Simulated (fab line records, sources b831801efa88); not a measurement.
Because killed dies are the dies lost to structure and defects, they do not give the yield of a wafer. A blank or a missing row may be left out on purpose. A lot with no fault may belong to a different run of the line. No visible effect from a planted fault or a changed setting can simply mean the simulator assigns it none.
Which tool did it? ; flow sky130 ; Sampling: 12 lots, 36 wafers, 5 of 708 route steps

WHAT EACH GAUGE READ, for each wafer
SKY_FIELD_ISO_THK_MEAS_25.
lot;measured;on;FIELD_ISO_CVD_24_THK (nm)
L910;day 2 10:30;filmMetro-04;588 590 595
L911;day 2 14:37;filmMetro-03;590 589 592
L913;day 2 21:42;filmMetro-04;595 591 594
L914;day 3 04:50;filmMetro-01;592 597 590
L915;day 3 12:42;filmMetro-03;591 594 593
L919;day 4 09:38;filmMetro-03;594 593 598
L922;day 5 02:46;filmMetro-01;598 602 598
L923;day 5 08:25;filmMetro-03;598 599 593
L924;day 5 09:29;filmMetro-01;606 594 594
L925;day 5 16:28;filmMetro-01;594 599 599
L926;day 5 22:04;filmMetro-03;596 588 593
L928;day 6 05:39;filmMetro-03;588 592 596

SKY_VT_ADJUST_HVTP_TW_MEAS_11.
lot;measured;on;VT_ADJUST_HVTP_TW
L910;day 6 02:51;filmMetro-02;1340 1343 1347
L911;day 6 10:08;filmMetro-02;1357 1349 1346
L913;day 6 16:54;filmMetro-02;1353 1346 1349
L914;day 7 02:28;filmMetro-04;1343 1340 1344
L915;day 7 11:29;filmMetro-04;1353 1353 1352
L919;day 8 16:23;filmMetro-04;1344 1351 1344
L922;day 9 11:45;filmMetro-04;1349 1353 1342
L923;day 9 19:17;filmMetro-02;1345 1340 1344
L924;day 9 21:14;filmMetro-02;1343 1339 1346
L925;day 10 03:09;filmMetro-02;1303 1298 1300
L926;day 10 09:59;filmMetro-02;1301 1308 1304
L928;day 10 21:26;filmMetro-04;1343 1342 1349

SKY_VT_ADJUST_LVTN_OVL_MEAS_07.
lot;measured;on;VT_ADJUST_LVTN_OVL (nm)
L910;day 6 20:49;overlay-02;-1.5 -1.9 -2.4
L911;day 7 05:21;overlay-01;-1.1 -2.7 -0.7
L913;day 7 12:19;overlay-02;-1.1 -2.2 -3.0
L914;day 7 22:35;overlay-01;-0.9 -1.7 -1.5
L915;day 8 07:47;overlay-02;-2.9 -2.6 -1.3
L919;day 9 14:01;overlay-02;-2.2 -3.5 -3.3
L922;day 10 10:02;overlay-02;-0.6 -1.2 -2.3
L923;day 10 17:32;overlay-02;-3.9 -5.6 -3.5
L924;day 10 19:49;overlay-02;-2.2 -3.5 -1.3
L925;day 11 01:14;overlay-02;-1.8 -0.6 -2.4
L926;day 11 08:46;overlay-01;-2.2 -2.2 -1.3
L928;day 11 21:01;overlay-02;-0.7 -0.3 -0.7

WHAT TOOL EACH LOT RAN ON (gives the tool, then ch and the chambers of the sampled wafers, and finally the start)
lot;SKY_FIELD_ISO_CMP_27;SKY_VT_ADJUST_HVTP_IMPLANT_09
L910;cmp-02 ch 0,1,3, day 2 12:04;implanter-01 ch 0, day 6 02:36
L911;cmp-02 ch 1,2, day 2 16:10;implanter-04 ch 0, day 6 09:55
L913;cmp-02 ch 0,1,2, day 2 23:19;implanter-04 ch 0, day 6 16:39
L914;cmp-02 ch 0,2,3, day 3 06:28;implanter-04 ch 0, day 7 02:16
L915;cmp-01 ch 0,1,2, day 3 14:19;implanter-04 ch 0, day 7 11:14
L919;cmp-02 ch 1,2,3, day 4 12:34;implanter-04 ch 0, day 8 16:06
L922;cmp-01 ch 1,3, day 5 04:23;implanter-03 ch 0, day 9 11:30
L923;cmp-02 ch 0,1,3, day 5 10:54;implanter-01 ch 0, day 9 19:02
L924;cmp-02 ch 1,2,3, day 5 12:23;implanter-03 ch 0, day 9 20:59
L925;cmp-02 ch 1,2,3, day 5 18:18;implanter-03 ch 0, day 10 02:54
L926;cmp-01 ch 1,2,3, day 5 23:38;implanter-03 ch 0, day 10 09:41
L928;cmp-01 ch 1,2,3, day 6 08:24;implanter-01 ch 0, day 10 21:10
- SKY_FIELD_ISO_CMP_27: polishes, stops on Si3N4, t overpolish 16 s, target thk 457.8 nm.
- SKY_VT_ADJUST_HVTP_IMPLANT_09

WHAT THE TOOLS THEMSELVES READ (means of the sampled wafers that have a number; where no wafer has one, the mark that the record gives instead)
SKY_FIELD_ISO_CMP_27.
lot;tool;headPressurePsi (psi);motorCurrentA (A);overpolishRunS (s);slurryFilterDpKPa (kPa);timeToEndpointS (s)
L910;cmp-02;4.007;11.7;16.005;13.50;113
L911;cmp-02;4.003;12.9;16.002;13.48;116
L913;cmp-02;3.997;12.2;16.011;13.47;112
L914;cmp-02;4.013;12.0;16.006;13.52;114
L915;cmp-01;4.000;11.1;15.995;13.38;116
L919;cmp-02;4.008;12.5;16.004;13.52;112
L922;cmp-01;3.998;12.0;15.999;13.55;115
L923;cmp-02;4.006;11.7;15.993;13.49;110
L924;cmp-02;3.999;12.5;15.995;13.50;112
L925;cmp-02;3.994;12.2;16.002;13.41;112
L926;cmp-01;3.996;10.5;16.002;13.42;114
L928;cmp-01;3.994;10.8;15.999;13.51;106

SKY_VT_ADJUST_HVTP_IMPLANT_09.
lot;tool;beamEnergyKeV
L910;implanter-01;150.07
L911;implanter-04;149.99
L913;implanter-04;149.96
L914;implanter-04;149.99
L915;implanter-04;150.01
L919;implanter-04;150.02
L922;implanter-03;150.02
L923;implanter-01;149.98
L924;implanter-03;149.97
L925;implanter-03;135.60
L926;implanter-03;135.61
L928;implanter-01;149.98

THE ANSWER, worked out from the rows above alone
Rule: what is usual is taken from the lots themselves. Put in order of their means at a reading, lots are off if they are a third of the lots or fewer, leave a main group of 4 or more, and stand apart from it by a gap of 3 or more times the standard deviation of the main group's means; of several such gaps the widest counts. The tables above print the reading to a certain number of digits; a main group whose means all agree to those digits is not used. A lot without any number at a reading at which 4 lots or more have one is off too. Any other lot the step has rows for is counted as sound. Order of review: gauges by route order, followed by the tools' own readings, for which a lot's mean as printed above is used. The first step at which some lot is off is used, and at that step the reading that is off furthest; a lot without a number counts as furthest.
Off: L925, L926, seen at SKY_VT_ADJUST_HVTP_TW_MEAS_11 (VT_ADJUST_HVTP_TW). Mean 1346 and standard deviation 3.5 in the main group.
If a tool, at a process step before that reading, ran all the lots that are off and no sound lot after the first of them, it fits. The gauges at SKY_VT_ADJUST_HVTP_TW_MEAS_11 aren't tried: what is off there is off at SKY_VT_ADJUST_HVTP_IMPLANT_09 too, on other tools, and a gauge's error can't cause that. One fits: SKY_VT_ADJUST_HVTP_IMPLANT_09 on implanter-03. Its last sound lot is L924 (day 9 20:59), its first lot that is off L925 (day 10 02:54): a fault that began between those two fits.
On the lots that are off, the tool's own readings at SKY_VT_ADJUST_HVTP_IMPLANT_09 differ by more than 5 times the standard deviation of the sound lots' means, which bears it out; beamEnergyKeV reads 135.61 there versus 150.00 on the sound lots.

WHAT WAS PUT IN BY THE SIMULATOR
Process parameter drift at SKY_VT_ADJUST_HVTP_IMPLANT_09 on implanter-03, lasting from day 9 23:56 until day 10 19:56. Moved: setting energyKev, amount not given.
Shown lots that were struck: L925, L926. The rule given above showed the same thing.
